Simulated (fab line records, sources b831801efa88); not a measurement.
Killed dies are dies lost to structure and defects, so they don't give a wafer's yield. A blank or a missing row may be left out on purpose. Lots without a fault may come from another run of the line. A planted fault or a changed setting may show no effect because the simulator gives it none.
Which tool did it? | flow gf180mcu | 13 lots, 39 wafers sampled, at 3 steps of a route of 602

WHAT THE GAUGES READ, wafer by wafer
GF_VT_IMPLANT_RS_MEAS_47: measures by four-point-probe. Usual: NWELL_RS 487.9 ohm/sq, standard deviation 1.2.
lot  | measured     | on            | NWELL_RS (ohm/sq) | flag
L680 | day 7 17:20  | film_metro-02 | 488.3 487.0 487.7 |
L681 | day 7 20:12  | film_metro-03 | 486.2 487.1 487.9 |
L683 | day 8 09:35  | film_metro-04 | 488.1 487.8 487.7 |
L685 | day 8 22:29  | film_metro-04 | 488.4 489.4 489.3 |
L687 | day 9 13:10  | film_metro-02 | 488.3 489.0 489.9 |
L688 | day 9 18:52  | film_metro-04 | 524.2 524.6 524.6 | OFF
L689 | day 10 02:49 | film_metro-02 | 488.4 487.4 487.4 |
L690 | day 10 07:38 | film_metro-02 | 527.1 527.4 525.1 | OFF
L692 | day 10 23:55 | film_metro-02 | 526.8 526.6 526.8 | OFF
L698 | day 12 14:13 | film_metro-04 | 486.2 485.8 486.7 |
L700 | day 13 02:50 | film_metro-04 | 485.9 486.4 486.6 |
L701 | day 13 12:10 | film_metro-02 | 486.9 488.3 488.3 |
L702 | day 13 20:16 | film_metro-02 | 488.8 490.3 488.3 |

WHICH TOOL RAN EACH LOT (tool, then ch and the chambers of the sampled wafers, then the start)
lot  | GF_NWELL_IMPLANT_09            | GF_NWELL_STRIP_10
L680 | implanter-01 ch 0, day 3 09:47 | plasma_asher-01 ch 0,1, day 3 09:56
L681 | implanter-02 ch 0, day 3 13:15 | plasma_asher-02 ch 0,1, day 3 13:24
L683 | implanter-02 ch 0, day 3 23:44 | plasma_asher-02 ch 0,1, day 3 23:53
L685 | implanter-03 ch 0, day 4 10:15 | plasma_asher-02 ch 0,1, day 4 10:24
L687 | implanter-02 ch 0, day 4 22:29 | plasma_asher-01 ch 0,1, day 4 22:37
L688 | implanter-02 ch 0, day 5 02:24 | plasma_asher-03 ch 0,1, day 5 02:33
L689 | implanter-03 ch 0, day 5 08:56 | plasma_asher-03 ch 0,1, day 5 09:04
L690 | implanter-02 ch 0, day 5 12:44 | plasma_asher-01 ch 0,1, day 5 12:51
L692 | implanter-02 ch 0, day 6 01:47 | plasma_asher-03 ch 0,1, day 6 01:54
L698 | implanter-01 ch 0, day 7 09:44 | plasma_asher-01 ch 0,1, day 7 09:53
L700 | implanter-01 ch 0, day 7 20:53 | plasma_asher-01 ch 0,1, day 7 21:02
L701 | implanter-01 ch 0, day 8 03:21 | plasma_asher-02 ch 0,1, day 8 03:29
L702 | implanter-03 ch 0, day 8 08:35 | plasma_asher-02 ch 0,1, day 8 08:43
- GF_NWELL_IMPLANT_09
- GF_NWELL_STRIP_10: strips in O2/N2.

WHAT THE TOOLS THEMSELVES READ (means of the sampled wafers that have a number; where no wafer has one, the mark that the record gives instead)
GF_NWELL_IMPLANT_09. Usual: dose_ions_cm2 4e+12, standard deviation 4.4e+09; faraday_current_uA 22.5, standard deviation 0.44.
lot  | tool         | dose_ions_cm2 | faraday_current_uA | flag
L680 | implanter-01 | 4e+12         | 23.0               |
L681 | implanter-02 | 4e+12         | 22.6               |
L683 | implanter-02 | 4e+12         | 22.6               |
L685 | implanter-03 | 4e+12         | 22.5               |
L687 | implanter-02 | 4e+12         | 22.3               |
L688 | implanter-02 | 2e+12         | 12.5               | OFF
L689 | implanter-03 | 4e+12         | 22.4               |
L690 | implanter-02 | 2e+12         | 12.5               | OFF
L692 | implanter-02 | 2e+12         | 12.6               | OFF
L698 | implanter-01 | 4e+12         | 22.8               |
L700 | implanter-01 | 4e+12         | 22.8               |
L701 | implanter-01 | 4e+12         | 22.2               |
L702 | implanter-03 | 4e+12         | 23.4               |

GF_NWELL_STRIP_10. Usual: drypump_motor_current_A 5.5 A, standard deviation 0.47; heater_power_w 328 W, standard deviation 31; oes_product_au 0.722 a.u., standard deviation 0.0043; strip_time_to_endpoint_s 36.96 s, standard deviation 0.1.
lot  | tool            | drypump_motor_current_A (A) | heater_power_w (W) | oes_product_au (a.u.) | strip_time_to_endpoint_s (s) | flag
L680 | plasma_asher-01 | 5.8                         | 325                | 0.720                 | 37.06                        |
L681 | plasma_asher-02 | 5.4                         | 355                | 0.722                 | 37.11                        |
L683 | plasma_asher-02 | 5.3                         | 346                | 0.722                 | 37.05                        |
L685 | plasma_asher-02 | 5.5                         | 329                | 0.719                 | 37.02                        |
L687 | plasma_asher-01 | 6.1                         | 338                | 0.721                 | 36.91                        |
L688 | plasma_asher-03 | 5.2                         | 299                | 0.725                 | 37.06                        |
L689 | plasma_asher-03 | 5.1                         | 300                | 0.722                 | 37.08                        |
L690 | plasma_asher-01 | 6.1                         | 340                | 0.722                 | 36.85                        |
L692 | plasma_asher-03 | 5.4                         | 314                | 0.724                 | 37.09                        |
L698 | plasma_asher-01 | 6.1                         | 339                | 0.722                 | 37.04                        |
L700 | plasma_asher-01 | 5.8                         | 329                | 0.722                 | 36.85                        |
L701 | plasma_asher-02 | 5.5                         | 322                | 0.726                 | 36.91                        |
L702 | plasma_asher-02 | 5.5                         | 329                | 0.722                 | 36.93                        |

THE ANSWER, worked out from the rows above alone
Rule: a lot is off if the mean of its wafers that have a number lies more than 3 standard deviations from the usual mean. A lot without any number at a reading at which 4 lots or more have one is off too. The other lots that the step has rows for count as sound. The gauges are gone through in route order, then the tools' own readings, and for those a lot's mean is taken as printed above. The first step at which some lot is off is used, and at that step the reading that is off furthest; a lot without a number counts as furthest.
Off: L688, L690, L692, at GF_VT_IMPLANT_RS_MEAS_47 (NWELL_RS).
A tool fits if, at a process step before that reading, it ran every lot that is off, and no sound lot after the first of them. The gauges at GF_VT_IMPLANT_RS_MEAS_47 aren't tried: what is off there is off at GF_NWELL_IMPLANT_09 too, on other tools, and a gauge's error can't cause that. One fits: implanter-02 at GF_NWELL_IMPLANT_09. Its last sound lot is L687 (day 4 22:29), its first lot that is off L688 (day 5 02:24): a fault that began between those two fits.
The tool's own readings at GF_NWELL_IMPLANT_09 bear it out: on the lots that are off they differ by more than 5 times the standard deviation of the sound lots' means. dose_ions_cm2 reads 2e+12 there against 4e+12 on the sound lots; faraday_current_uA reads 12.5 there against 22.7 on the sound lots.

WHAT THE SIMULATOR HAD PUT IN
Process parameter drift: implanter-02, from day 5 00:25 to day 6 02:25, at GF_NWELL_IMPLANT_09. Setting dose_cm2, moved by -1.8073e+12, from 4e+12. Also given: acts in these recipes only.
Lots struck among those shown: L688, L690, L692. The rule above found the same.
